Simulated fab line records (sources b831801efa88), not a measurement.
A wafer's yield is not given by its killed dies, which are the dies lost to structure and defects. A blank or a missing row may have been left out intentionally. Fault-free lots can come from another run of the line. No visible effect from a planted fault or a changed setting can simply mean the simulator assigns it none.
Chamber matching	flow gf180mcu	4 sister chambers for GF_V5_CMP_04 on cmp-02
The step polishes SiO2. 18 wafers are shown with their chamber, then 9 later ones without.

WAFERS PAIRED WITH THEIR CHAMBERS
wafer	chamber	motor_current_A (A)	slurry_flow_ml_min
L659.4	1	13.0	149.6
L659.5	2	11.8	149.4
L659.6	1	12.2	150.2
L660.3	1	12.5	150.1
L660.5	3	12.2	149.8
L660.6	0	12.0	150.2
L661.1	0	12.4	151.1
L661.4	2	11.4	150.1
L661.6	3	11.8	150.5
L663.1	1	12.5	150.1
L663.4	0	11.7	150.6
L663.6	0	11.7	149.8
L664.1	1	12.4	150.0
L664.4	3	11.7	150.3
L664.5	0	11.6	150.0
L665.3	1	13.0	150.3
L665.6	3	11.5	150.0
L667.3	2	12.1	150.6

SIGNATURES (averages over the wafers above)
reading	chamber 0	chamber 1	chamber 2	chamber 3	scatter within a chamber
motor_current_A	11.880	12.600	11.767	11.800	0.325
slurry_flow_ml_min	150.340	150.050	150.033	150.150	0.413
Rule: distance of a wafer from a chamber = root of the sum over the readings of ((wafer's reading minus chamber's mean) / reading's scatter) squared. If the next closest chamber is less than 2 further off than the closest, the wafer can't be placed; otherwise it belongs to the closest. The scatter is the square root of a quotient: the sum, over the shown wafers, of each reading's squared deviation from its chamber's mean, divided by wafers minus chambers.

WAFERS WITHOUT THEIR CHAMBER
wafer	motor_current_A (A)	slurry_flow_ml_min
L667.6	11.9	150.6
L669.3	11.8	149.7
L669.5	11.8	150.6
L679.2	12.8	149.7
L679.3	11.7	150.4
L679.4	12.1	149.3
L680.2	11.3	150.4
L680.3	11.7	150.0
L680.6	12.4	150.7

THE CHAMBER EACH PASSED THROUGH
wafer	from the rows above	in truth
L667.6	can't be placed: 0 or 3 or 2 or 1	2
L669.3	can't be placed: 2 or 3 or 0 or 1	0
L669.5	can't be placed: 0 or 3 or 2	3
L679.2	1	1
L679.3	can't be placed: 0 or 3 or 2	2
L679.4	can't be placed: 2 or 3 or 1 or 0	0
L680.2	can't be placed: 3 or 2 or 0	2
L680.3	can't be placed: 2 or 3 or 0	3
L680.6	can't be placed: 1 or 0 or 3 or 2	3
Correct placement for 1 of the 9. These rows do not allow placing 8 (true chamber among the candidates in 8). Number placed wrongly: 0.
